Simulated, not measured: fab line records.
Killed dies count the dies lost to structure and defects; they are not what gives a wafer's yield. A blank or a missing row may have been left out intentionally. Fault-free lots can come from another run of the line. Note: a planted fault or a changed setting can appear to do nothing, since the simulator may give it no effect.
Chamber matching    flow sky130    SKY_LI_CONTACT_CMP_02 on cmp-01: 4 sister chambers
The step polishes PSG. 8 wafers are shown with their chamber, then 9 later ones without.

## WAFERS PAIRED WITH THEIR CHAMBERS
wafer   chamber  time_to_endpoint_s (s)  motor_current_A (A)
L736.4  0        35                      12.2
L738.1  1        32                      12.2
L738.4  3        36                      11.7
L737.2  3        37                      12.3
L737.6  2        37                      11.3
L739.1  0        34                      12.2
L739.3  2        37                      11.9
L739.4  1        30                      12.2

## WAFERS WHOSE CHAMBER IS MISSING
wafer   time_to_endpoint_s (s)  motor_current_A (A)
L742.3  35                      11.6
L742.5  31                      12.4
L742.6  32                      12.7
L752.2  35                      11.5
L752.4  32                      12.3
L752.5  36                      12.9
L754.1  34                      12.8
L754.4  36                      11.9
L754.6  36                      12.3

## THE CHAMBER EACH PASSED THROUGH
wafer   from the rows above           in truth
L742.3  can't be placed: 0 or 3 or 2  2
L742.5  1                             1
L742.6  can't be placed: 1 or 0       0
L752.2  can't be placed: 2 or 0 or 3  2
L752.4  can't be placed: 1 or 0       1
L752.5  can't be placed: 0 or 3 or 2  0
L754.1  can't be placed: 0 or 3 or 1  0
L754.4  can't be placed: 3 or 2 or 0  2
L754.6  can't be placed: 3 or 0 or 2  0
Placed correctly: 1 of 9. Unplaceable from these rows: 8, with the true chamber sitting among the candidates in 8. Wrongly placed: 0.
How it was worked out, from the rows above alone: a wafer's distance from a chamber is the root of the sum, over the readings, of the square of ((its reading less the chamber's mean) divided by the reading's scatter). The wafer belongs to the nearest chamber; if the next one is less than 2 further off, it can't be placed. For every chamber, the mean is computed from those of its wafers that are shown. The scatter is the square root of a quotient: the sum, over the shown wafers, of each reading's squared deviation from its chamber's mean, divided by wafers minus chambers.
